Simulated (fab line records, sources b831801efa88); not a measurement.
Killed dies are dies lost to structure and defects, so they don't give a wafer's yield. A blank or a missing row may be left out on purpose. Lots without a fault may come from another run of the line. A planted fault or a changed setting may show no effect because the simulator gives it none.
fab line records | flow sky130
record lots=5 wafers=15 last_day=50
route steps=708 shown VIA2@522 METAL3@532 CAPM@537 PAD_OPEN@708
lots that met no fault: from a run of the same line without faults
start_h: hours from the record's first day to the start of the lot's first wafer shown | wait_h: hours since the lot's step before | " the same as in the row above | L1.1+2: a row that stands for several wafers | - no value, or no start given | * or withheld: withheld | < > ~ a bound
route shown NAME@n: a module of which the file shows steps, and the number in the route of the first | usual: mean/standard deviation of fault-free wafers | same: alike in all rows | chamber/n: place in a boat | sites: the reading at each site | _std_site: their standard deviation | _edge_site: outer sites' mean less inner sites' | radius_mm: how far each site lies from the wafer's centre | mask NAME#n: copy n | behind: the tool/chamber that last shaped the wafer | hold: why the lot was held/for how many hours/how that ended | device: the transistor (n, p or np) that didn't switch | end of line: the same wafers' tests at the end of the route | a step without rows: its recipe alone | killed: dies lost to structure and defects at the first sort, not the wafer's yield | map: a wafer's dies, x killed, . not, _ none there
set.NAME: the setting as run; set.NAME@STEP: as run at that earlier step | model.NAME: the simulator's own value behind a step, which no gauge read
lots at some steps of the route; a table a step, a row a wafer
services: from which hour (start_h, from the record's first day; less than 0 if before it) a tool's chamber was out of use, for how many hours, and why
## steps
# step SKY_VIA2_ETCH_15
# recipe target=SiO2 chemistry=C4F8/O2/Ar target_depth_nm=546 stop_on=TiN mask_material=KrF-thick source_w=1500 bias_w=1200 pressure_mtorr=40 c4f8_flow_sccm=withheld O2_flow_sccm=6 Ar_flow_sccm=300 time_s=84
# step SKY_VIA2_STRIP_16
# recipe chemistry=O2/N2 power_w=1400 pressure_mtorr=1500 platen_temp_c=withheld o2_flow_sccm=3000 n2_flow_sccm=300 overash_fraction=0.5
# step SKY_VIA2_STRIP_17
# recipe chemistry=post_etch_residue_remover time_s=1200 temp_c=72.5
# step SKY_VIA2_CLEAN_18
# recipe chemistry=IPA time_s=180 temp_c=25
# step SKY_VIA2_CLEAN_19
# recipe chemistry=O3/DIW dry=n2_spin
# step SKY_VIA2_SPUTTER_20
# recipe material=TiN target_thk_nm=20 chamber_pressure_pa=5 power_w=4000 time_s=80
# step SKY_VIA2_CVD_21
# recipe material=W target_thk_nm=420 time_s=126.4 temp_c=400 pressure_torr=40
# step SKY_VIA2_RS_MEAS_22
# recipe thk_meas_gauge=four-point-probe reads=W_of_VIA2_CVD_21+TiN_of_VIA2_SPUTTER_20
# usual VIA2_W_RS=0.273/0.0031
# columns lot.wafer tool chamber start_h wait_h VIA2_W_RS[ohm/sq]
L108.1 film_metro-02 - 934.59 0.1 0.267
L108.5 " - " " 0.266
L108.6 " - " " 0.266
L109.3 film_metro-02 - 941.38 0.1 0.272
L109.4 " - " " 0.272
L109.6 " - " " 0.270
L111.1 film_metro-04 - 953.94 0.1 0.271
L111.3 " - " " 0.272
L111.6 " - " " 0.273
L117.1 film_metro-03 - 992.98 0.1 0.274
L117.4 " - " " 0.275
L117.5 " - " " 0.275
L119.1 film_metro-02 - 1002.62 0.2 0.272
L119.4 " - " " 0.274
L119.6 " - " " 0.276
# step SKY_VIA2_THK_MEAS_23
# recipe thk_meas_gauge=xrf reads=W_of_VIA2_CVD_21
# usual VIA2_W_THK=421/6.1
# columns lot.wafer tool chamber start_h wait_h VIA2_W_THK[nm]
L108.1 film_metro-02 - 934.71 0.1 432
L108.5 " - " " 428
L108.6 " - " " 432
L109.3 film_metro-02 - 941.48 0.1 424
L109.4 " - " " 426
L109.6 " - " " 426
L111.1 film_metro-04 - 954.06 0.1 430
L111.3 " - " " 428
L111.6 " - " " 425
L117.1 film_metro-03 - 993.10 0.1 410
L117.4 " - " " 412
L117.5 " - " " 413
L119.1 film_metro-02 - 1002.74 0.1 422
L119.4 " - " " 416
L119.6 " - " " 417
# step SKY_VIA2_CMP_24
# recipe stop_on=SiO2 t_overpolish_s=20 down_force_psi=3.5 platen_rpm=60 target_thk_nm=0 pad_velocity_m_s=0.94248
# usual motor_current_A=10.8/1 overpolish_run_s=20.000/0.0098 time_to_endpoint_s=101/3.9
# columns lot.wafer tool chamber start_h wait_h motor_current_A overpolish_run_s time_to_endpoint_s
L108.1 cmp-01 1 934.77 0.1 9.8 19.992 104
L108.5 " 1 " " 10.2 20.006 102
L108.6 " 2 " " 10.9 20.007 107
L109.3 cmp-01 3 941.52 0.0 11.4 19.993 100
L109.4 " 2 " " 10.8 19.978 98
L109.6 " 3 " " 10.8 20.008 100
L111.1 cmp-01 2 954.17 0.1 11.0 20.016 100
L111.3 " 0 " " 10.7 19.991 101
L111.6 " 1 " " 9.7 20.004 96
L117.1 cmp-02 1 993.21 0.1 10.2 20.002 104
L117.4 " 2 " " 11.0 20.007 101
L117.5 " 1 " " 9.9 19.984 101
L119.1 cmp-02 1 1002.80 0.1 9.4 20.000 105
L119.4 " 2 " " 11.4 20.008 103
L119.6 " 1 " " 9.9 19.991 103
# step SKY_METAL3_SPUTTER_00
# recipe material=Ti target_thk_nm=15 power_w=3000 time_s=10 chamber_pressure_pa=0.4
# step SKY_METAL3_SPUTTER_01
# recipe material=TiN target_thk_nm=20 power_w=6500 time_s=16.7 chamber_pressure_pa=0.4
# step SKY_METAL3_SPUTTER_02
# recipe material=AlCu target_thk_nm=735 power_w=10600 time_s=39.1 chamber_pressure_pa=0.4
# usual throttle_valve_pct=29.9/0.78
# same time_s=39.1
# columns lot.wafer tool chamber start_h wait_h throttle_valve_pct
L108.1 pvd_sputter-04 - 935.12 0.0 29.2
L108.5 " - " " 29.2
L108.6 " - " " 30.9
L109.3 pvd_sputter-02 - 941.87 0.0 29.6
L109.4 " - " " 28.8
L109.6 " - " " 29.0
L111.1 pvd_sputter-04 - 954.47 0.0 30.8
L111.3 " - " " 29.1
L111.6 " - " " 30.5
L117.1 pvd_sputter-02 - 993.51 0.0 29.1
L117.4 " - " " 29.0
L117.5 " - " " 29.1
L119.1 pvd_sputter-04 - 1003.14 0.0 31.0
L119.4 " - " " 30.8
L119.6 " - " " 30.7
# step SKY_METAL3_SPUTTER_03
# recipe material=Ti target_thk_nm=5 power_w=3000 time_s=3.3 chamber_pressure_pa=0.4
# usual throttle_valve_pct=29.9/0.79
# same time_s=3.3
# columns lot.wafer tool chamber start_h wait_h throttle_valve_pct
L108.1 pvd_sputter-04 - 935.16 0.0 29.1
L108.5 " - " " 29.1
L108.6 " - " " 30.8
L109.3 pvd_sputter-02 - 941.91 0.0 29.4
L109.4 " - " " 28.9
L109.6 " - " " 28.9
L111.1 pvd_sputter-04 - 954.51 0.0 31.2
L111.3 " - " " 29.2
L111.6 " - " " 30.8
L117.1 pvd_sputter-02 - 993.55 0.0 29.0
L117.4 " - " " 28.8
L117.5 " - " " 28.9
L119.1 pvd_sputter-04 - 1003.18 0.0 30.9
L119.4 " - " " 31.1
L119.6 " - " " 30.8
# step SKY_METAL3_SPUTTER_04
# recipe material=TiN target_thk_nm=70 power_w=6500 time_s=58.3 chamber_pressure_pa=0.4
# usual throttle_valve_pct=29.8/0.8
# same time_s=58.3
# columns lot.wafer tool chamber start_h wait_h throttle_valve_pct
L108.1 pvd_sputter-04 - 935.17 0.0 29.3
L108.5 " - " " 29.0
L108.6 " - " " 30.9
L109.3 pvd_sputter-02 - 941.93 0.0 29.8
L109.4 " - " " 29.0
L109.6 " - " " 29.1
L111.1 pvd_sputter-04 - 954.52 0.0 30.9
L111.3 " - " " 29.2
L111.6 " - " " 30.7
L117.1 pvd_sputter-02 - 993.56 0.0 29.0
L117.4 " - " " 29.0
L117.5 " - " " 28.9
L119.1 pvd_sputter-04 - 1003.20 0.0 31.2
L119.4 " - " " 30.8
L119.6 " - " " 30.8
# step SKY_CAPM_CVD_00
# recipe material=SiO2 target_thk_nm=15.5 temp_c=400 time_s=withheld rf_w=450
# step SKY_CAPM_THK_MEAS_01
# recipe reads=SiO2_of_CAPM_CVD_00
# usual CAPM_CVD_00_THK=15.47/0.22
# columns lot.wafer tool chamber start_h wait_h CAPM_CVD_00_THK[nm]
L108.1 film_metro-04 - 935.25 - 15.40
L108.5 " - " " 15.58
L108.6 " - " " 15.70
L109.3 film_metro-02 - 942.02 - 15.40
L109.4 " - " " 15.59
L109.6 " - " " 15.60
L111.1 film_metro-02 - 954.60 - 15.22
L111.3 " - " " 15.09
L111.6 " - " " 15.58
L117.1 film_metro-01 - 993.80 - 15.25
L117.4 " - " " 15.79
L117.5 " - " " 15.54
L119.1 film_metro-02 - 1003.27 - 15.27
L119.4 " - " " 15.62
L119.6 " - " " 15.74
# step SKY_CAPM_SPUTTER_02
# recipe material=TiN target_thk_nm=200 temp_c=300 power_w=6500 time_s=166.7 chamber_pressure_pa=0.4
# step SKY_CAPM_RS_MEAS_03
# recipe thk_meas_gauge=four-point-probe reads=TiN_of_CAPM_SPUTTER_02
# usual CAPM_TIN_RS=6.89/0.069
# columns lot.wafer tool chamber start_h wait_h CAPM_TIN_RS[ohm/sq]
L108.1 film_metro-04 - 935.41 0.1 6.90
L108.5 " - " " 6.90
L108.6 " - " " 6.86
L109.3 film_metro-02 - 942.21 0.1 6.79
L109.4 " - " " 6.87
L109.6 " - " " 6.85
L111.1 film_metro-01 - 954.76 0.1 6.75
L111.3 " - " " 6.76
L111.6 " - " " 6.77
L117.1 film_metro-01 - 993.98 0.1 6.87
L117.4 " - " " 6.82
L117.5 " - " " 6.86
L119.1 film_metro-01 - 1003.44 0.1 6.83
L119.4 " - " " 6.92
L119.6 " - " " 6.79
# step SKY_CAPM_THK_MEAS_04
# recipe thk_meas_gauge=xrf reads=TiN_of_CAPM_SPUTTER_02
# usual CAPM_TIN_THK=200.7/2.2
# columns lot.wafer tool chamber start_h wait_h CAPM_TIN_THK[nm]
L108.1 film_metro-04 - 935.53 0.1 200.2
L108.5 " - " " 200.5
L108.6 " - " " 200.9
L109.3 film_metro-02 - 942.31 0.1 205.3
L109.4 " - " " 202.6
L109.6 " - " " 203.5
L111.1 film_metro-01 - 954.88 0.1 203.3
L111.3 " - " " 203.0
L111.6 " - " " 202.4
L117.1 film_metro-01 - 994.10 0.1 200.2
L117.4 " - " " 201.4
L117.5 " - " " 200.5
L119.1 film_metro-01 - 1003.56 0.1 201.0
L119.4 " - " " 198.3
L119.6 " - " " 201.3
# step SKY_CAPM_DEHYDRATE_05
# recipe temp_c=200 time_s=60
# step SKY_CAPM_HMDS_06
# recipe prime_time_s=60 prime_temp_c=120
# step SKY_CAPM_COAT_07
# recipe resist=NOVOLAK spin_rpm=3000 resist_thk_nm=1140
# step SKY_CAPM_SOFTBAKE_08
# recipe temp_c=90 time_s=60 resist=NOVOLAK
# step SKY_CAPM_EXPOSE_09
# recipe mask_id=CAPM na=0.6 source_shape=conventional sigma_outer=0.6 polarization=unpolarized target_cd_nm=1000 dose_mj=159
# step SKY_CAPM_PEB_10
# recipe temp_c=withheld time_s=* resist=NOVOLAK
# step SKY_CAPM_DEVELOP_11
# recipe resist=NOVOLAK developer=TMAH develop_time_s=60 dev_temp_c=23
# step SKY_CAPM_OVL_MEAS_12
# usual CAPM_OVL=1.4/1.4
# columns lot.wafer tool chamber start_h wait_h CAPM_OVL[nm]
L108.1 overlay-02 - 959.41 0.1 -0.5
L108.5 " - " " 3.1
L108.6 " - " " 1.6
L109.3 overlay-01 - 966.52 0.1 2.5
L109.4 " - " " 2.5
L109.6 " - " " 3.9
L111.1 overlay-01 - 978.46 0.1 2.4
L111.3 " - " " 3.3
L111.6 " - " " 1.9
L117.1 overlay-02 - 1017.21 0.1 -0.7
L117.4 " - " " 0.7
L117.5 " - " " 0.9
L119.1 overlay-02 - 1026.36 0.1 -1.4
L119.4 " - " " -0.9
L119.6 " - " " -0.2
# step SKY_CAPM_METAL_ETCH_13
# recipe target_depth_nm=220 stop_on=SiO2 chemistry=Cl2/BCl3 target=TiN pressure_mtorr=10 icp_w=900 bias_w=48.5 Cl2_flow_sccm=60 bcl3_flow_sccm=30 time_s=62.9
# usual drypump_motor_current_A=5.8/0.56 oes_product_au=0.943/0.007 throttle_valve_pct=21.901/0.0099
# same time_s=62.9
# columns lot.wafer tool chamber start_h wait_h drypump_motor_current_A oes_product_au rf_hours_counter_h throttle_valve_pct
L108.1 rie_metal-04 1 959.45 0.0 6.0 0.942 8 21.897
L108.5 " 0 " " 6.4 0.944 - 21.890
L108.6 " 1 " " 6.0 0.956 - 21.911
L109.3 rie_metal-04 0 966.57 0.0 6.5 0.954 - 21.899
L109.4 " 1 " " 6.0 0.941 - 21.900
L109.6 " 0 " " 6.5 0.939 - 21.886
L111.1 rie_metal-01 1 978.49 0.0 5.7 0.955 13 21.897
L111.3 " 0 " " 4.9 0.952 - 21.889
L111.6 " 0 " " 4.9 0.953 - 21.886
L117.1 rie_metal-01 0 1017.24 0.0 4.8 0.937 13 21.903
L117.4 " 1 " " 5.7 0.950 - 21.905
L117.5 " 1 " " 5.7 0.949 - 21.911
L119.1 rie_metal-04 1 1026.39 0.0 6.0 0.939 12 21.907
L119.4 " 0 " " 6.4 0.943 - 21.904
L119.6 " 1 " " 5.9 0.950 - 21.884
# step SKY_CAPM_STRIP_14
# recipe chemistry=O2/N2 power_w=1400 pressure_mtorr=1500 platen_temp_c=withheld o2_flow_sccm=3000 n2_flow_sccm=300 overash_fraction=0.5
# usual drypump_motor_current_A=6.01/0.29 oes_product_au=0.710/0.0043 strip_time_to_endpoint_s=12.66/0.046
# columns lot.wafer tool chamber start_h wait_h drypump_motor_current_A oes_product_au rf_hours_counter_h strip_time_to_endpoint_s
L108.1 plasma_asher-03 0 959.52 0.1 5.81 0.708 87 12.67
L108.5 " 0 " " 5.79 0.705 - 12.60
L108.6 " 1 " " 5.76 0.706 - 12.67
L109.3 plasma_asher-02 1 966.66 0.1 6.10 0.718 - 12.61
L109.4 " 0 " " 5.79 0.715 - 12.71
L109.6 " 1 " " 6.08 0.709 - 12.63
L111.1 plasma_asher-01 0 978.57 0.1 6.16 0.717 23 12.63
L111.3 " 0 " " 6.15 0.706 - 12.67
L111.6 " 0 " " 6.18 0.710 - 12.69
L117.1 plasma_asher-01 0 1017.32 0.1 6.15 0.703 27 12.67
L117.4 " 0 " " 6.15 0.716 - 12.68
L117.5 " 0 " " 6.15 0.717 - 12.64
L119.1 plasma_asher-02 1 1026.47 0.1 6.06 0.708 58 12.67
L119.4 " 0 " " 5.81 0.719 - 12.68
L119.6 " 0 " " 5.80 0.706 - 12.69
# step SKY_CAPM_STRIP_15
# recipe chemistry=post_etch_residue_remover time_s=1200 temp_c=72.5
# step SKY_CAPM_CLEAN_16
# recipe chemistry=IPA time_s=180 temp_c=25
# step SKY_CAPM_CLEAN_17
# recipe chemistry=O3/DIW dry=n2_spin
# step SKY_METAL3_DEHYDRATE_05
# recipe temp_c=200 time_s=60
# step SKY_METAL3_HMDS_06
# recipe prime_time_s=60 prime_temp_c=120
# step SKY_METAL3_COAT_07
# recipe resist=BARC temp_c=withheld time_s=withheld spin_rpm=3000 resist_thk_nm=60
# step SKY_METAL3_COAT_08
# recipe resist=KrF-thick spin_rpm=3000 resist_thk_nm=1140
# step SKY_METAL3_SOFTBAKE_09
# recipe temp_c=100 time_s=90 resist=KrF-thick
# step SKY_METAL3_EXPOSE_10
# recipe mask_id=MM3 na=0.68 source_shape=annular sigma_inner=0.4 sigma_outer=0.8 target_cd_nm=300 dose_mj=28
# step SKY_METAL3_PEB_11
# recipe peb_temp_c=withheld peb_time_s=withheld resist=KrF-thick
# step SKY_METAL3_DEVELOP_12
# recipe develop_time_s=60 resist=KrF-thick dev_temp_c=21
# step SKY_METAL3_CD_MEAS_13
# recipe target_cd_nm=300
# usual cd_nm=300.0/1.4
# columns lot.wafer tool chamber start_h wait_h cd_nm
L108.1 cd_sem-01 - 983.95 - 303.1
L108.5 " - " " 302.5
L108.6 " - " " 303.1
L109.3 cd_sem-01 - 990.70 - 299.0
L109.4 " - " " 298.9
L109.6 " - " " 299.6
L111.1 cd_sem-01 - 1001.52 - 302.3
L111.3 " - " " 302.0
L111.6 " - " " 303.1
L117.1 cd_sem-02 - 1040.61 - 299.5
L117.4 " - " " 300.2
L117.5 " - " " 301.9
L119.1 cd_sem-02 - 1049.50 - 300.0
L119.4 " - " " 300.3
L119.6 " - " " 298.1
# step SKY_PAD_OPEN_PROBE_99
# usual defect_limited_yield=82.5/1.9 killed_at_M0_to_M3=43/6.8 killed_at_M4_up=3.2/1.7 killed_at_contacts=24/5.7 killed_at_front_end=16/4.3 killed_at_other=0.3/0.56 killed_dies=86/9.5 killed_open=47/6.9 killed_short=39/5.8 sort_bin_3_pad_short=0.9/0.39 sort_bin_5_function=10.3/1.5 sort_bin_6_memory=6.3/1.1 sort_n_pass=406/9.5 sort_yield_pct=82.5/1.9
# same gross_dies=492 killed_at_back_side=0 sort_bin_4_leakage[%]=0 sort_bin_8_speed[%]=0
# columns lot.wafer tool chamber start_h wait_h hold defect_limited_yield[%] killed_at_M0_to_M3 killed_at_M4_up killed_at_contacts killed_at_front_end killed_at_other killed_dies killed_open killed_short sort_bin_3_pad_short[%] sort_bin_5_function[%] sort_bin_6_memory[%] sort_n_pass sort_yield_pct[%] model.etest.tester.sort_n_pass model.etest.tester.sort_yield_pct model.etest.tester.sort_bin_5_pct model.etest.tester.sort_bin_3_pct
L108.1 prober-01 - 1142.63 0.1 - 80.9 60 4 19 11 0 94 45 49 1.2 11.0 6.9 398 80.9 398 80.89 10.98 1.22
L108.5 prober-01 - 1142.83 0.2 - 80.9 41 4 29 20 0 94 49 44 1.0 11.0 7.1 398 80.9 398 80.89 10.98 1.016
L108.6 prober-01 - 1142.88 0.2 - 83.9 35 2 32 10 0 79 47 32 0.6 9.3 6.1 413 83.9 413 83.94 9.35 0.6098
L109.3 prober-02 - 1150.27 0.2 await_dispo/6.7h/release 82.1 49 5 24 10 0 88 49 39 0.8 11.4 5.7 404 82.1 404 82.11 11.38 0.813
L109.4 prober-02 - 1150.32 0.2 await_dispo/6.7h/release 75.0 80 5 27 11 0 123 37 39 2.4 14.8 7.7 369 75.0 369 75 14.84 2.439
L109.6 prober-02 - 1150.42 0.2 await_dispo/6.7h/release 79.3 52 1 40 9 0 102 60 42 1.0 12.2 7.5 390 79.3 390 79.27 12.2 1.016
L111.1 prober-02 - 1158.67 0.1 - 82.9 45 3 27 9 0 84 46 38 1.0 10.8 5.3 408 82.9 408 82.93 10.77 1.016
L111.3 prober-02 - 1158.77 0.2 - 83.7 42 3 25 10 0 80 50 30 1.0 10.2 5.1 412 83.7 412 83.74 10.16 1.016
L111.6 prober-02 - 1158.92 0.2 - 82.1 40 4 20 24 0 88 47 41 0.4 11.6 5.9 404 82.1 404 82.11 11.59 0.4065
L117.1 prober-01 - 1186.83 0.1 - 82.5 44 2 23 15 2 86 48 38 1.0 9.1 7.3 406 82.5 406 82.52 9.146 1.016
L117.4 prober-01 - 1186.98 0.2 - 83.7 42 1 25 11 1 80 42 37 1.2 8.9 6.1 412 83.7 412 83.74 8.943 1.22
L117.5 prober-01 - 1187.03 0.2 - 81.9 49 3 22 15 0 89 49 40 0.6 11.0 6.5 403 81.9 403 81.91 10.98 0.6098
L119.1 prober-01 - 1194.86 0.1 - 83.1 35 2 20 26 0 83 43 38 1.8 9.1 5.9 409 83.1 409 83.13 9.146 1.829
L119.4 prober-01 - 1195.01 0.2 - 83.7 41 2 20 14 3 80 42 36 1.0 9.3 5.9 412 83.7 412 83.74 9.35 1.016
L119.6 prober-01 - 1195.11 0.2 - 83.3 46 3 17 15 1 82 41 40 0.4 9.1 7.1 410 83.3 410 83.33 9.146 0.4065
# killed by level:class
L108.1 VIA1:geometric_particle:open=11 METAL2:geometric_particle:short=8 VIA2:geometric_particle:open=8 VIA3:geometric_particle:short=6 CONTACT:geometric_particle:open=5 LI_CONTACT:geometric_particle:open=5 VIA3:geometric_particle:open=5 VIA2:geometric_particle:short=4
L108.5 CONTACT:geometric_particle:open=17 VIA1:geometric_particle:open=9 VIA1:geometric_particle:short=9 FIELD_ISO:geometric_particle:short=7 VIA2:geometric_particle:open=6 CONTACT:geometric_particle:short=4 METAL1:geometric_particle:short=4 VIA3:geometric_particle:open=4
L108.6 VIA1:geometric_particle:open=12 CONTACT:geometric_particle:open=11 LI_CONTACT:geometric_particle:open=8 LOCAL_INTERCONNECT:geometric_particle:short=6 VIA3:geometric_particle:open=5 CONTACT:geometric_particle:short=4 VIA1:geometric_particle:short=4 METAL2:geometric_particle:short=4
L109.3 METAL2:geometric_particle:short=12 VIA1:geometric_particle:open=9 VIA3:geometric_particle:open=8 LI_CONTACT:geometric_particle:open=7 CONTACT:geometric_particle:open=6 VIA2:geometric_particle:open=6 METAL1:geometric_particle:short=5 LOCAL_INTERCONNECT:geometric_particle:short=5
L109.4 METAL3:unspecified=47 LOCAL_INTERCONNECT:geometric_particle:short=8 VIA1:geometric_particle:open=7 LI_CONTACT:geometric_particle:short=5 LI_CONTACT:geometric_particle:open=5 CONTACT:geometric_particle:open=5 METAL1:geometric_particle:short=5 METAL2:geometric_particle:short=5
L109.6 CONTACT:geometric_particle:open=14 VIA3:geometric_particle:open=12 VIA1:geometric_particle:open=9 LOCAL_INTERCONNECT:geometric_particle:short=9 LI_CONTACT:geometric_particle:open=8 VIA2:geometric_particle:open=8 METAL2:geometric_particle:short=6 CONTACT:geometric_particle:short=5
L111.1 VIA1:geometric_particle:open=14 VIA3:geometric_particle:open=8 LI_CONTACT:geometric_particle:open=7 VIA1:geometric_particle:short=7 CONTACT:geometric_particle:open=6 CONTACT:geometric_particle:short=5 LOCAL_INTERCONNECT:geometric_particle:short=5 FIELD_ISO:geometric_particle:short=4
L111.3 VIA1:geometric_particle:open=18 CONTACT:geometric_particle:open=13 LOCAL_INTERCONNECT:geometric_particle:short=6 VIA3:geometric_particle:open=5 LI_CONTACT:geometric_particle:open=4 VIA1:geometric_particle:short=4 FIELD_ISO:geometric_particle:short=3 POLY_GATE:geometric_particle:open=3
L111.6 CONTACT:geometric_particle:open=11 VIA1:geometric_particle:open=9 FIELD_ISO:geometric_particle:short=7 METAL2:geometric_particle:short=6 VIA2:geometric_particle:open=6 FIELD_ISO:geometric_particle:open=5 LOCAL_INTERCONNECT:geometric_particle:short=5 METAL3:geometric_particle:short=5
L117.1 VIA1:geometric_particle:open=10 VIA3:geometric_particle:open=8 CONTACT:geometric_particle:open=7 LI_CONTACT:geometric_particle:open=6 VIA2:geometric_particle:open=5 FIELD_ISO:geometric_particle:open=5 METAL1:geometric_particle:short=5 VIA1:geometric_particle:short=5
L117.4 CONTACT:geometric_particle:open=9 VIA1:geometric_particle:short=8 VIA2:geometric_particle:open=7 CONTACT:geometric_particle:short=6 METAL2:geometric_particle:short=6 VIA1:geometric_particle:open=6 VIA3:geometric_particle:open=6 POLY_GATE:geometric_particle:open=4
L117.5 VIA1:geometric_particle:open=11 VIA3:geometric_particle:open=7 LOCAL_INTERCONNECT:geometric_particle:short=6 POLY_GATE:geometric_particle:open=5 LI_CONTACT:geometric_particle:open=5 VIA2:geometric_particle:open=5 CONTACT:geometric_particle:open=5 VIA1:geometric_particle:short=5
L119.1 FIELD_ISO:geometric_particle:open=12 VIA1:geometric_particle:open=11 LI_CONTACT:geometric_particle:open=8 FIELD_ISO:geometric_particle:short=6 LOCAL_INTERCONNECT:geometric_particle:short=6 METAL1:geometric_particle:short=6 VIA3:geometric_particle:open=5 CONTACT:geometric_particle:short=4
L119.4 CONTACT:geometric_particle:open=9 VIA3:geometric_particle:open=7 VIA1:geometric_particle:open=7 METAL2:geometric_particle:short=7 LI_CONTACT:geometric_particle:open=5 LOCAL_INTERCONNECT:geometric_particle:short=5 VIA1:geometric_particle:short=5 METAL1:geometric_particle:short=4
L119.6 VIA1:geometric_particle:open=11 VIA2:geometric_particle:open=9 CONTACT:geometric_particle:open=8 FIELD_ISO:geometric_particle:short=7 VIA3:geometric_particle:open=7 METAL1:geometric_particle:short=6 CONTACT:geometric_particle:short=6 POLY_GATE:geometric_particle:short=4
# map L109.4 (x killed, . not)
__________.......xx._________
________.............x_______
______.x....x.......x..._____
_____............x..x....____
____.........xx....x..x...___
___...........x.......x....__
__.xx......x........x.x.x..._
_.......x.xx.x.x.x..x.x.x....
_...x.....x..x.xxxx....x....x
_x.x.x........xxxxxxx........
_...........xxxxxxxxx..x.....
_........x...xxxxxxxxxx......
_.x......xx.xxxxxxxx.....x...
_...x.......xx.xxxxxxxx.x....
_.x...x........x.x.x........x
__.x....x....x.x.x...xx....._
___....x..x.x.........x....__
____...xx.x.....x....x....___
_____...x.......x..x.....____
______............x....x_____
________.......x...xx._______
__________.........._________
# map L117.5 (x killed, . not)
__________..x......._________
________...x......x..._______
______.......x......x..._____
_____.x.....xx.x.........____
____...x..........x...x..x___
___.............x.........x__
__.x.x....................x._
_....x.......x....xx.....x...
_....x.x.x..x......x.xx.x....
_...xx.x..x......x.xx..x....x
_..x.....x.x.x..x.........x..
_x.....x...x.......x.x......x
_....x.....x.......xxx......x
_.x.xx...x....xx...x.........
_...x....................x...
__.......x......x...xx..x..._
___x......x.......x........__
____xx.........x.x........___
_____..........x.x.......____
______...x...x.........._____
________.x.x.x...x...._______
__________x...x....._________
## services
# columns tool chamber start_h hours kind
cmp-01 - 912.06 4.0 pm
rie_metal-01 - 912.37 2.8 pm
cmp-01 - 916.06 - consumable_replace:conditioner
cmp-01 - 916.06 - consumable_replace:pad
rie_metal-01 - 920.22 0.5 repair
plasma_asher-03 - 921.52 1.1 repair
cmp-02 - 933.24 1.0 repair
pvd_sputter-02 1 941.48 - consumable_replace:kit
pvd_sputter-02 1 941.48 18.0 scheduled_down
pvd_sputter-02 1 941.48 18.0 vent_cycle
## key
first_sign step=SKY_PAD_OPEN_PROBE_99 reading=killed_at_M0_to_M3 direction=up sigmas=5.5 usual=43 struck=80
effect step=SKY_PAD_OPEN_PROBE_99 reading=sort_bin_3_pad_short direction=up sigmas=4 usual=0.9 struck=2.4
model_effect step=SKY_PAD_OPEN_PROBE_99 value=etest.tester.sort_n_pass without=412 struck=369
met_at SKY_METAL3_SPUTTER_02
struck_wafers L109.4
fault kind=chamber_particle_source tool=pvd_sputter-02 chamber=- onset_h=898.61 steps=SKY_METAL3_SPUTTER_02 rate_per_visit_cm2=0.51554 end_h=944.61 scope=struck_wafers_only
